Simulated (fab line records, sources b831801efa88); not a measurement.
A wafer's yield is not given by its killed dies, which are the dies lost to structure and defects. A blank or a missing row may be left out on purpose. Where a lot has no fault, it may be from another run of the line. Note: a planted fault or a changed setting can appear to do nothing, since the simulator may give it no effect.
fab line records -- flow sky130
record: lots: 6, wafers: 18, last_day: 50
route steps=708 shown FIELD_ISO@5 PAD_OPEN@708
lots untouched by any fault: they come from a run of this same line in which no faults occurred
start_h: hours from the record's opening day to when the first of the lot's shown wafers began -- wait_h: hours from the lot's prior step to this one -- " same as the row above -- L1.1+2: several wafers, shown together as one row -- - no value, or no start was given -- * or withheld: withheld -- < > ~ a bound
route shown NAME@n: a module of which the file shows steps, and the number in the route of the first -- usual: mean/standard deviation of fault-free wafers -- same: alike in all rows -- chamber/n: place in a boat -- sites: each site's reading -- _std_site: standard deviation across them -- _edge_site: the outer-site mean with the inner-site mean subtracted -- radius_mm: for every site, how far away it sits from the centre of the wafer -- mask NAME#n: copy n -- behind: the most recent tool/chamber to have shaped the wafer -- hold: cause of the lot's hold/its duration in hours/its outcome -- device: the transistor (n, p or np) that didn't switch -- end of line: at the end of the route, the tests of the same wafers -- where a step has no rows: the recipe by itself -- killed: at the first sort, the dies lost to defects and structure; wafer yield is something else -- map: dies across one wafer; x = killed, . = not, _ = none there
set.NAME: the setting that was run; set.NAME@STEP: the one run at that earlier step -- model.NAME: the simulator's own value behind a step, which no gauge read
lots seen at some steps along the route; tables by step, rows by wafer
services: the hour from which a tool's chamber was out of use, counted from the record's first day as start_h (under 0 if before that day), plus the number of hours and why
== steps ==
step: SKY_FIELD_ISO_THK_MEAS_04
recipe: reads: Si3N4_of_FIELD_ISO_CVD_03
usual: FIELD_ISO_CVD_03_THK: 165.3/1.6
lot.wafer,tool,chamber,start_h,wait_h,FIELD_ISO_CVD_03_THK[nm]
L385.1,film_metro-04,-,23.98,0.0,167.9
L385.2,film_metro-04,-,23.98,0.0,167.8
L385.5,film_metro-04,-,23.98,0.0,168.6
L388.1,film_metro-02,-,39.19,0.0,166.4
L388.5,film_metro-02,-,39.19,0.0,168.2
L388.6,film_metro-02,-,39.19,0.0,168.7
L390.1,film_metro-02,-,49.00,0.0,165.4
L390.2,film_metro-02,-,49.00,0.0,165.8
L390.5,film_metro-02,-,49.00,0.0,165.0
L392.4,film_metro-02,-,58.51,0.0,165.9
L392.5,film_metro-02,-,58.51,0.0,164.1
L392.6,film_metro-02,-,58.51,0.0,165.6
L402.1,film_metro-02,-,108.48,0.0,164.1
L402.3,film_metro-02,-,108.48,0.0,163.7
L402.4,film_metro-02,-,108.48,0.0,164.0
L405.1,film_metro-02,-,126.79,0.0,167.0
L405.2,film_metro-02,-,126.79,0.0,165.7
L405.3,film_metro-02,-,126.79,0.0,165.1
step: SKY_FIELD_ISO_DEHYDRATE_05
recipe: temp_c: 200, time_s: 60
step: SKY_FIELD_ISO_HMDS_06
recipe: prime_time_s: 60, prime_temp_c: 120
step: SKY_FIELD_ISO_COAT_07
recipe: resist: BARC, temp_c: withheld, time_s: withheld, spin_rpm: 3000, resist_thk_nm: 60
step: SKY_FIELD_ISO_COAT_08
recipe: resist: KrF-thick, spin_rpm: 3000, resist_thk_nm: 450
step: SKY_FIELD_ISO_SOFTBAKE_09
recipe: temp_c: 100, time_s: 90, resist: KrF-thick
step: SKY_FIELD_ISO_EXPOSE_10
recipe: mask_id: FOM, na: 0.68, source_shape: annular, sigma_inner: 0.4, sigma_outer: 0.8, target_cd_nm: 150, dose_mj: 28
step: SKY_FIELD_ISO_PEB_11
recipe: peb_temp_c: withheld, peb_time_s: withheld, resist: KrF-thick
step: SKY_FIELD_ISO_DEVELOP_12
recipe: develop_time_s: 60, resist: KrF-thick, dev_temp_c: 21
step: SKY_FIELD_ISO_CD_MEAS_13
recipe: target_cd_nm: 150
usual: cd_nm: 150.1/1.5
lot.wafer,tool,chamber,start_h,wait_h,cd_nm
L385.1,cd_sem-02,-,38.71,-,151.0
L385.2,cd_sem-02,-,38.71,-,151.6
L385.5,cd_sem-02,-,38.71,-,151.1
L388.1,cd_sem-02,-,54.87,-,150.2
L388.5,cd_sem-02,-,54.87,-,151.4
L388.6,cd_sem-02,-,54.87,-,151.2
L390.1,cd_sem-02,-,64.91,-,149.8
L390.2,cd_sem-02,-,64.91,-,150.0
L390.5,cd_sem-02,-,64.91,-,149.9
L392.4,cd_sem-02,-,75.12,-,149.0
L392.5,cd_sem-02,-,75.12,-,149.0
L392.6,cd_sem-02,-,75.12,-,149.3
L402.1,cd_sem-02,-,125.85,-,148.9
L402.3,cd_sem-02,-,125.85,-,148.4
L402.4,cd_sem-02,-,125.85,-,149.6
L405.1,cd_sem-02,-,145.80,-,149.0
L405.2,cd_sem-02,-,145.80,-,149.2
L405.3,cd_sem-02,-,145.80,-,149.3
step: SKY_FIELD_ISO_ETCH_14
recipe: chemistry: N2/H2, target: BARC, ion_energy_ev: 200, source_w: 500, bias_w: 100, pressure_mtorr: 30, n2_flow_sccm: 100, h2_flow_sccm: 200, stop_on: SiO2, time_s: 45.9, target_depth_a: 600
usual: bias_w: 100.0/0.31, chamber_pressure_mTorr: 30.000/0.026, drypump_motor_current_A: 5.5/0.38, oes_product_au: 0.854/0.0048, throttle_valve_pct: 13.225/0.0088
lot.wafer,tool,chamber,start_h,wait_h,bias_w,chamber_pressure_mTorr,drypump_motor_current_A,oes_product_au,rf_hours_counter_h,throttle_valve_pct
L385.1,rie_diel-04,1,38.83,0.1,100.0,30.023,6.0,0.861,134,13.244
L385.2,rie_diel-04,2,38.83,0.1,99.4,30.029,5.1,0.854,175,13.228
L385.5,rie_diel-04,1,38.83,0.1,99.7,29.965,6.0,0.851,-,13.222
L388.1,rie_diel-01,0,54.99,0.1,100.0,29.998,5.4,0.848,137,13.232
L388.5,rie_diel-01,0,54.99,0.1,100.0,30.005,5.5,0.858,-,13.223
L388.6,rie_diel-01,1,54.99,0.1,100.1,30.000,5.8,0.853,-,13.223
L390.1,rie_diel-01,1,65.03,0.1,100.1,29.969,5.8,0.853,113,13.227
L390.2,rie_diel-01,3,65.03,0.1,100.5,30.037,5.5,0.855,30,13.213
L390.5,rie_diel-01,0,65.03,0.1,99.6,30.004,5.5,0.859,-,13.225
L392.4,rie_diel-02,1,75.18,0.0,99.9,30.001,5.9,0.854,45,13.236
L392.5,rie_diel-02,2,75.18,0.0,100.2,30.029,5.2,0.848,-,13.224
L392.6,rie_diel-02,3,75.18,0.0,99.9,29.998,5.8,0.859,-,13.223
L402.1,rie_diel-01,0,125.97,0.1,99.5,30.036,5.5,0.848,138,13.225
L402.3,rie_diel-01,3,125.97,0.1,100.5,30.009,5.5,0.857,31,13.232
L402.4,rie_diel-01,2,125.97,0.1,100.1,29.994,4.9,0.846,1,13.209
L405.1,rie_diel-04,1,145.92,0.1,99.7,29.992,5.9,0.850,137,13.223
L405.2,rie_diel-04,3,145.92,0.1,100.0,30.039,6.1,0.850,95,13.215
L405.3,rie_diel-04,2,145.92,0.1,100.4,29.960,5.1,0.850,1,13.233
step: SKY_FIELD_ISO_ETCH_15
recipe: chemistry: CHF3/O2, target_depth_nm: 180, stop_on: Si, source_w: 600, bias_w: 200, pressure_mtorr: 40, chf3_flow_sccm: 50, O2_flow_sccm: 5, time_s: 72
usual: bias_w: 200.0/0.67, chamber_pressure_mTorr: 40.00/0.039, drypump_motor_current_A: 5.5/0.38, oes_product_au: 0.947/0.007, throttle_valve_pct: 8.844/0.0095
lot.wafer,tool,chamber,start_h,wait_h,bias_w,chamber_pressure_mTorr,drypump_motor_current_A,oes_product_au,rf_hours_counter_h,throttle_valve_pct
L385.1,rie_diel-04,1,38.88,0.0,200.0,39.91,5.9,0.964,134,8.846
L385.2,rie_diel-04,2,38.88,0.0,199.6,40.02,5.1,0.957,175,8.866
L385.5,rie_diel-04,1,38.88,0.0,199.9,39.96,5.9,0.960,-,8.840
L388.1,rie_diel-01,0,55.03,0.0,199.0,40.04,5.4,0.938,137,8.837
L388.5,rie_diel-01,0,55.03,0.0,198.8,40.01,5.4,0.961,-,8.847
L388.6,rie_diel-01,1,55.03,0.0,200.0,40.00,5.8,0.971,-,8.839
L390.1,rie_diel-01,1,65.08,0.0,201.0,40.04,5.8,0.953,113,8.835
L390.2,rie_diel-01,3,65.08,0.0,199.7,40.02,5.5,0.946,30,8.821
L390.5,rie_diel-01,0,65.08,0.0,200.5,40.00,5.4,0.949,-,8.862
L392.4,rie_diel-02,1,75.23,0.0,200.1,39.93,5.8,0.950,45,8.837
L392.5,rie_diel-02,2,75.23,0.0,199.1,40.05,5.2,0.939,-,8.833
L392.6,rie_diel-02,3,75.23,0.0,200.6,40.01,5.8,0.948,-,8.845
L402.1,rie_diel-01,0,126.01,0.0,200.3,40.03,5.5,0.942,138,8.852
L402.3,rie_diel-01,3,126.01,0.0,199.9,40.04,5.5,0.937,32,8.846
L402.4,rie_diel-01,2,126.01,0.0,200.8,39.99,4.9,0.945,1,8.840
L405.1,rie_diel-04,1,145.96,0.0,199.4,40.03,6.0,0.951,137,8.854
L405.2,rie_diel-04,3,145.96,0.0,199.1,40.05,6.1,0.945,95,8.841
L405.3,rie_diel-04,2,145.96,0.0,199.2,39.91,5.0,0.941,1,8.853
step: SKY_FIELD_ISO_STRIP_16
recipe: chemistry: O2/N2, power_w: 1400, pressure_mtorr: 1500, platen_temp_c: withheld, o2_flow_sccm: 3000, n2_flow_sccm: 300, overash_fraction: 0.5
usual: chamber_pressure_mTorr: 1500.2/1.3, drypump_motor_current_A: 5.9/0.37, oes_product_au: 0.377/0.0048, strip_time_to_endpoint_s: 3.54/0.038
lot.wafer,tool,chamber,start_h,wait_h,chamber_pressure_mTorr,drypump_motor_current_A,oes_product_au,rf_hours_counter_h,strip_time_to_endpoint_s
L385.1,plasma_asher-04,0,38.93,0.0,1500.8,5.7,0.381,39,3.55
L385.2,plasma_asher-04,1,38.93,0.0,1498.9,6.0,0.375,39,3.59
L385.5,plasma_asher-04,0,38.93,0.0,1499.5,5.7,0.378,-,3.55
L388.1,plasma_asher-04,0,55.09,0.0,1499.8,5.7,0.382,40,3.54
L388.5,plasma_asher-04,1,55.09,0.0,1500.4,6.0,0.373,-,3.55
L388.6,plasma_asher-04,0,55.09,0.0,1499.3,5.7,0.382,-,3.47
L390.1,plasma_asher-04,0,65.13,0.0,1498.6,5.7,0.375,41,3.25
L390.2,plasma_asher-04,1,65.13,0.0,1501.1,6.0,0.385,41,3.33
L390.5,plasma_asher-04,1,65.13,0.0,1500.9,6.0,0.374,-,3.30
L392.4,plasma_asher-04,1,75.32,0.1,1499.9,6.0,0.378,-,3.32
L392.5,plasma_asher-04,1,75.32,0.1,1500.3,6.0,0.376,-,3.36
L392.6,plasma_asher-04,0,75.32,0.1,1501.1,5.7,0.375,-,3.33
L402.1,plasma_asher-03,1,126.07,0.0,1499.2,6.2,0.373,31,3.49
L402.3,plasma_asher-03,0,126.07,0.0,1500.1,6.2,0.380,-,3.60
L402.4,plasma_asher-03,1,126.07,0.0,1500.7,6.2,0.376,-,3.52
L405.1,plasma_asher-03,1,146.02,0.0,1498.4,6.2,0.368,32,3.54
L405.2,plasma_asher-03,0,146.02,0.0,1503.2,6.2,0.377,32,3.48
L405.3,plasma_asher-03,0,146.02,0.0,1500.0,6.2,0.374,-,3.52
step: SKY_FIELD_ISO_ETCH_17
recipe: target_depth_a: 3420, mask_material: Si3N4, chemistry: HBr/Cl2/O2, target: Si, taper_deg: 5, icp_w: 600, bias_w: 150, pressure_mtorr: 15, HBr_flow_sccm: 150, Cl2_flow_sccm: 40, O2_flow_sccm: 6, time_s: 97.7
usual: bias_w: 150.1/0.45, chamber_pressure_mTorr: 14.998/0.015, drypump_motor_current_A: 5.7/0.45, oes_product_au: 1.003/0.0085, throttle_valve_pct: 25.654/0.0093
lot.wafer,tool,chamber,start_h,wait_h,bias_w,chamber_pressure_mTorr,drypump_motor_current_A,oes_product_au,rf_hours_counter_h,throttle_valve_pct
L385.1,rie_si-01,3,39.03,0.1,150.1,14.999,5.2,1.006,78,25.653
L385.2,rie_si-01,0,39.03,0.1,150.7,15.028,5.9,1.013,53,25.661
L385.5,rie_si-01,2,39.03,0.1,151.5,15.001,5.7,1.005,-,25.643
L388.1,rie_si-02,2,55.19,0.1,149.4,14.997,6.6,1.005,66,25.652
L388.5,rie_si-02,0,55.19,0.1,150.0,14.975,5.2,0.996,-,25.672
L388.6,rie_si-02,2,55.19,0.1,149.4,14.969,6.6,1.009,-,25.648
L390.1,rie_si-01,1,65.23,0.1,150.0,14.997,5.7,0.986,128,25.649
L390.2,rie_si-01,3,65.23,0.1,149.9,15.001,5.2,0.987,78,25.685
L390.5,rie_si-01,2,65.23,0.1,149.6,15.018,5.7,1.008,-,25.655
L392.4,rie_si-02,0,75.42,0.1,150.1,15.003,5.3,1.001,-,25.646
L392.5,rie_si-02,3,75.42,0.1,149.1,14.994,5.9,1.014,-,25.657
L392.6,rie_si-02,2,75.42,0.1,150.1,14.966,6.6,1.005,-,25.643
L402.1,rie_si-02,1,126.17,0.1,150.1,15.009,5.1,0.995,0,25.659
L402.3,rie_si-02,3,126.17,0.1,150.2,14.991,5.9,1.004,0,25.660
L402.4,rie_si-02,2,126.17,0.1,149.8,15.017,6.6,0.995,67,25.643
L405.1,rie_si-02,3,146.12,0.1,150.2,15.010,5.9,1.004,0,25.636
L405.2,rie_si-02,0,146.12,0.1,150.3,15.003,5.3,0.996,74,25.659
L405.3,rie_si-02,1,146.12,0.1,150.0,14.989,5.1,0.996,0,25.644
step: SKY_PAD_OPEN_PROBE_99
usual: killed_at_M0_to_M3: 44/6.4, killed_at_M4_up: 3.0/1.8, killed_at_contacts: 24/5, killed_at_front_end: 16/4.3, killed_at_other: 0.4/0.76, killed_dies: 88/8.6, killed_open: 47/7.2, killed_short: 40/5.5
same: gross_dies: 492, killed_at_back_side: 0
lot.wafer,tool,chamber,start_h,wait_h,killed_at_M0_to_M3,killed_at_M4_up,killed_at_contacts,killed_at_front_end,killed_at_other,killed_dies,killed_open,killed_short
L388.1,prober-02,-,1112.16,0.1,45,0,22,16,0,83,49,32
L388.5,prober-02,-,1112.36,0.2,48,1,20,15,0,84,43,39
L388.6,prober-02,-,1112.41,0.2,52,1,22,15,1,91,56,35
killed by level:class
L388.1 CONTACT:geometric_particle:open=10 VIA2:geometric_particle:open=10 VIA1:geometric_particle:open=8 LI_CONTACT:geometric_particle:open=5 METAL2:geometric_particle:short=5 POLY_GATE:geometric_particle:open=4 LOCAL_INTERCONNECT:geometric_particle:short=4 METAL3:geometric_particle:short=4
L388.5 VIA2:geometric_particle:open=10 VIA1:geometric_particle:open=8 CONTACT:geometric_particle:open=7 METAL1:geometric_particle:short=6 LOCAL_INTERCONNECT:geometric_particle:short=5 POLY_GATE:geometric_particle:open=4 LI_CONTACT:geometric_particle:open=4 CONTACT:geometric_particle:short=4
L388.6 CONTACT:geometric_particle:open=14 VIA3:geometric_particle:open=10 VIA1:geometric_particle:open=10 METAL1:geometric_particle:short=8 FIELD_ISO:geometric_particle:short=5 FIELD_ISO:geometric_particle:open=5 METAL2:geometric_particle:short=5 VIA2:geometric_particle:open=5
== services ==
tool,chamber,start_h,hours,kind
rie_diel-01,0,14.86,8.8,repair
plasma_asher-03,-,25.70,0.7,repair
rie_diel-04,0,37.88,-,clean
rie_diel-04,0,37.88,25.6,scheduled_down
rie_diel-04,0,37.88,25.6,vent_cycle
rie_si-02,3,38.94,-,clean
rie_si-02,3,38.94,25.3,scheduled_down
rie_si-02,3,38.94,25.3,vent_cycle
rie_diel-01,0,39.74,4.2,repair
rie_diel-01,2,53.60,14.8,repair
rie_diel-01,-,56.52,2.8,pm
plasma_asher-03,-,58.66,2.6,repair
rie_diel-04,2,63.51,-,clean
rie_diel-01,2,68.38,-,clean
rie_diel-01,2,68.38,13.3,scheduled_down
rie_diel-01,2,68.38,13.3,vent_cycle
rie_si-02,2,72.10,2.2,repair
rie_si-02,-,84.46,14.6,pm
plasma_asher-04,-,110.75,2.8,pm
plasma_asher-04,-,120.80,1.0,repair
plasma_asher-03,-,129.68,1.4,repair
rie_si-01,-,129.88,0.1,repair
rie_diel-01,-,136.45,0.3,repair
rie_si-01,-,140.73,0.6,repair
== key ==
first_sign: step: SKY_FIELD_ISO_STRIP_16, reading: strip_time_to_endpoint_s, direction: down, sigmas: 5.8, usual: *, struck: *
effect none on later readings
met_at SKY_FIELD_ISO_STRIP_16
struck_wafers L390.1,L390.2,L390.5,L392.4,L392.5,L392.6
tester_left_out L390,L392
onset_between 55.09 65.13
fault: kind: process_parameter_drift, tool: plasma_asher-04, chamber: -, onset_h: 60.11, steps: SKY_FIELD_ISO_STRIP_16, channel: power_w, offset: *, shape: step, end_h: 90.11, acts_in: *, stated: *
tester_left_out: of these lots the tester's yield and bins aren't shown, on N5 and GAA mostly nor the transistor test; their killed dies are dies lost to structure and defects alone, not to doping, threshold or leakage, so they don't give the yield
